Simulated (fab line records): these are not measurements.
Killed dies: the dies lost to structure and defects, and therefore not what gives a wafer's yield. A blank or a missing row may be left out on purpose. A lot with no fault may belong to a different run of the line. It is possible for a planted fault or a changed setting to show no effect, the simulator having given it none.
What tool caused it? / flow gf180mcu / 24 wafers from 8 lots sampled at 6 of the route's 602 steps

WHAT EACH GAUGE READ, for each wafer
GF_STI_THK_MEAS_24. Usual: STI_CVD_23_THK typically reads 646 nm, with standard deviation 6.3.
lot=L665; measured=day 2 09:00; on=film-metro-02; STI_CVD_23_THK (nm)=649 644 650; flag=
lot=L666; measured=day 2 11:52; on=film-metro-01; STI_CVD_23_THK (nm)=647 637 642; flag=
lot=L667; measured=day 2 17:34; on=film-metro-02; STI_CVD_23_THK (nm)=634 634 645; flag=
lot=L669; measured=day 3 01:20; on=film-metro-02; STI_CVD_23_THK (nm)=644 641 641; flag=
lot=L670; measured=day 3 06:11; on=film-metro-03; STI_CVD_23_THK (nm)=652 646 644; flag=
lot=L673; measured=day 3 20:53; on=film-metro-02; STI_CVD_23_THK (nm)=648 645 639; flag=
lot=L676; measured=day 4 11:58; on=film-metro-01; STI_CVD_23_THK (nm)=639 648 642; flag=
lot=L677; measured=day 4 17:21; on=film-metro-03; STI_CVD_23_THK (nm)=633 643 643; flag=

GF_LVPWELL_OVL_MEAS_07. Usual: LVPWELL_OVL typically reads -0.5 nm, with standard deviation 1.4.
lot=L665; measured=day 4 02:08; on=overlay-01; LVPWELL_OVL (nm)=1.2 1.3 2.4; flag=
lot=L666; measured=day 4 05:59; on=overlay-01; LVPWELL_OVL (nm)=1.4 0.8 -0.3; flag=
lot=L667; measured=day 4 10:17; on=overlay-01; LVPWELL_OVL (nm)=0.3 -1.6 1.5; flag=
lot=L669; measured=day 4 18:40; on=overlay-01; LVPWELL_OVL (nm)=0.7 0.0 0.9; flag=
lot=L670; measured=day 5 01:58; on=overlay-02; LVPWELL_OVL (nm)=2.0 2.2 1.6; flag=
lot=L673; measured=day 5 16:17; on=overlay-02; LVPWELL_OVL (nm)=-1.4 -0.7 0.0; flag=
lot=L676; measured=day 6 10:04; on=overlay-01; LVPWELL_OVL (nm)=-0.6 0.2 -1.3; flag=
lot=L677; measured=day 6 17:22; on=overlay-01; LVPWELL_OVL (nm)=-0.6 -1.6 -1.8; flag=

GF_LVPWELL_TW_MEAS_11. Usual: LVPWELL_TW typically reads 561, with standard deviation 3.3.
lot=L665; measured=day 4 02:35; on=film-metro-01; LVPWELL_TW=554 552 552; flag=
lot=L666; measured=day 4 06:25; on=film-metro-01; LVPWELL_TW=556 555 554; flag=
lot=L667; measured=day 4 10:43; on=film-metro-04; LVPWELL_TW=563 559 563; flag=
lot=L669; measured=day 4 19:07; on=film-metro-04; LVPWELL_TW=562 561 562; flag=
lot=L670; measured=day 5 02:25; on=film-metro-01; LVPWELL_TW=564 562 561; flag=
lot=L673; measured=day 5 16:43; on=film-metro-01; LVPWELL_TW=566 564 562; flag=
lot=L676; measured=day 6 10:31; on=film-metro-01; LVPWELL_TW=684 686 688; flag=OFF
lot=L677; measured=day 6 17:49; on=film-metro-01; LVPWELL_TW=687 691 687; flag=OFF

GF_VT_IMPLANT_RS_MEAS_48: the measuring method here is four-point-probe. Usual: LVPWELL_RS typically reads 1197.2 ohm/sq, with standard deviation 3.
lot=L665; measured=day 7 20:02; on=film-metro-04; LVPWELL_RS (ohm/sq)=1195.8 1195.9 1195.5; flag=
lot=L666; measured=day 8 00:12; on=film-metro-01; LVPWELL_RS (ohm/sq)=1196.4 1196.5 1196.2; flag=
lot=L667; measured=day 8 05:20; on=film-metro-04; LVPWELL_RS (ohm/sq)=1195.9 1196.9 1193.0; flag=
lot=L669; measured=day 8 15:25; on=film-metro-03; LVPWELL_RS (ohm/sq)=1194.1 1194.1 1193.1; flag=
lot=L670; measured=day 9 00:20; on=film-metro-03; LVPWELL_RS (ohm/sq)=1197.7 1198.1 1199.2; flag=
lot=L673; measured=day 9 17:02; on=film-metro-03; LVPWELL_RS (ohm/sq)=1195.8 1196.3 1196.9; flag=
lot=L676; measured=day 10 16:28; on=film-metro-04; LVPWELL_RS (ohm/sq)=1173.2 1174.6 1170.5; flag=OFF
lot=L677; measured=day 11 00:59; on=film-metro-01; LVPWELL_RS (ohm/sq)=1174.2 1170.2 1170.6; flag=OFF

WHAT TOOL EACH LOT RAN ON (gives the tool, then ch and the chambers of the sampled wafers, and finally the start)
lot=L665; GF_STI_STRIP_15=plasma-asher-03 ch 0,1, day 2 02:43; GF_LVPWELL_IMPLANT_09=implanter-04 ch 0, day 4 02:20
lot=L666; GF_STI_STRIP_15=plasma-asher-02 ch 0,1, day 2 09:50; GF_LVPWELL_IMPLANT_09=implanter-04 ch 0, day 4 06:10
lot=L667; GF_STI_STRIP_15=plasma-asher-04 ch 0,1, day 2 15:50; GF_LVPWELL_IMPLANT_09=implanter-03 ch 0, day 4 10:28
lot=L669; GF_STI_STRIP_15=plasma-asher-02 ch 0,1, day 2 22:34; GF_LVPWELL_IMPLANT_09=implanter-03 ch 0, day 4 18:52
lot=L670; GF_STI_STRIP_15=plasma-asher-04 ch 0,1, day 3 04:15; GF_LVPWELL_IMPLANT_09=implanter-03 ch 0, day 5 02:11
lot=L673; GF_STI_STRIP_15=plasma-asher-03 ch 0,1, day 3 18:24; GF_LVPWELL_IMPLANT_09=implanter-03 ch 0, day 5 16:30
lot=L676; GF_STI_STRIP_15=plasma-asher-02 ch 1, day 4 10:13; GF_LVPWELL_IMPLANT_09=implanter-03 ch 0, day 6 10:17
lot=L677; GF_STI_STRIP_15=plasma-asher-02 ch 0,1, day 4 15:30; GF_LVPWELL_IMPLANT_09=implanter-04 ch 0, day 6 17:35
- GF_STI_STRIP_15: strips in O2/N2.
- GF_LVPWELL_IMPLANT_09

WHAT THE TOOLS THEMSELVES READ (means of the sampled wafers that have a number; where no wafer has one, the mark that the record gives instead)
GF_STI_STRIP_15. Usual: drypump-motor-current-A 5.5 A, standard deviation 0.43; heater-power-w 343 W, standard deviation 39; o2-flow-sccm 3001 sccm, standard deviation 9.4; oes-product-au 0.384 a.u., standard deviation 0.0047; strip-time-to-endpoint-s 3.73 s, standard deviation 0.046.
lot=L665; tool=plasma-asher-03; drypump-motor-current-A (A)=5.0; heater-power-w (W)=366; o2-flow-sccm (sccm)=3004; oes-product-au (a.u.)=0.385; strip-time-to-endpoint-s (s)=3.76; flag=
lot=L666; tool=plasma-asher-02; drypump-motor-current-A (A)=6.1; heater-power-w (W)=318; o2-flow-sccm (sccm)=2998; oes-product-au (a.u.)=0.386; strip-time-to-endpoint-s (s)=3.72; flag=
lot=L667; tool=plasma-asher-04; drypump-motor-current-A (A)=5.6; heater-power-w (W)=321; o2-flow-sccm (sccm)=2999; oes-product-au (a.u.)=0.386; strip-time-to-endpoint-s (s)=3.81; flag=
lot=L669; tool=plasma-asher-02; drypump-motor-current-A (A)=6.1; heater-power-w (W)=314; o2-flow-sccm (sccm)=2991; oes-product-au (a.u.)=0.382; strip-time-to-endpoint-s (s)=3.72; flag=
lot=L670; tool=plasma-asher-04; drypump-motor-current-A (A)=5.6; heater-power-w (W)=307; o2-flow-sccm (sccm)=3016; oes-product-au (a.u.)=0.384; strip-time-to-endpoint-s (s)=3.74; flag=
lot=L673; tool=plasma-asher-03; drypump-motor-current-A (A)=5.2; heater-power-w (W)=388; o2-flow-sccm (sccm)=2992; oes-product-au (a.u.)=0.387; strip-time-to-endpoint-s (s)=3.75; flag=
lot=L676; tool=plasma-asher-02; drypump-motor-current-A (A)=6.2; heater-power-w (W)=359; o2-flow-sccm (sccm)=2999; oes-product-au (a.u.)=0.378; strip-time-to-endpoint-s (s)=3.69; flag=
lot=L677; tool=plasma-asher-02; drypump-motor-current-A (A)=6.1; heater-power-w (W)=317; o2-flow-sccm (sccm)=2996; oes-product-au (a.u.)=0.384; strip-time-to-endpoint-s (s)=3.73; flag=

GF_LVPWELL_IMPLANT_09. Usual: dose-ions-cm2 4.998e+12, standard deviation 5.5e+09; tilt-deg 0.000 degrees, standard deviation 0.018.
lot=L665; tool=implanter-04; dose-ions-cm2=5.003e+12; tilt-deg (degrees)=-0.019; flag=
lot=L666; tool=implanter-04; dose-ions-cm2=5.003e+12; tilt-deg (degrees)=-0.008; flag=
lot=L667; tool=implanter-03; dose-ions-cm2=5.003e+12; tilt-deg (degrees)=-0.010; flag=
lot=L669; tool=implanter-03; dose-ions-cm2=4.998e+12; tilt-deg (degrees)=0.014; flag=
lot=L670; tool=implanter-03; dose-ions-cm2=4.992e+12; tilt-deg (degrees)=-0.013; flag=
lot=L673; tool=implanter-03; dose-ions-cm2=4.996e+12; tilt-deg (degrees)=-0.002; flag=
lot=L676; tool=implanter-03; dose-ions-cm2=4.992e+12; tilt-deg (degrees)=0.001; flag=
lot=L677; tool=implanter-04; dose-ions-cm2=5.000e+12; tilt-deg (degrees)=0.005; flag=

THE ANSWER, worked out from the rows above alone
Rule: a lot is off if the mean of its wafers that have a number lies more than 3 standard deviations from the usual mean. Also off: a lot with no number at a reading for which 4 or more lots have one. The other lots that the step has rows for count as sound. The gauges are gone through in route order, then the tools' own readings, and for those a lot's mean is taken as printed above. The first step at which some lot is off is used, and at that step the reading that is off furthest; a lot without a number counts as furthest.
Off: at GF_LVPWELL_TW_MEAS_11 (LVPWELL_TW), L676, L677.
If a tool, at a process step before that reading, ran all the lots that are off and no sound lot after the first of them, it fits. The gauges at GF_LVPWELL_TW_MEAS_11 are tried like those tools. This does not decide it: 2 tools fit, namely plasma-asher-02 at GF_STI_STRIP_15 and film-metro-01 at GF_LVPWELL_TW_MEAS_11.

WHAT WAS PUT IN BY THE SIMULATOR
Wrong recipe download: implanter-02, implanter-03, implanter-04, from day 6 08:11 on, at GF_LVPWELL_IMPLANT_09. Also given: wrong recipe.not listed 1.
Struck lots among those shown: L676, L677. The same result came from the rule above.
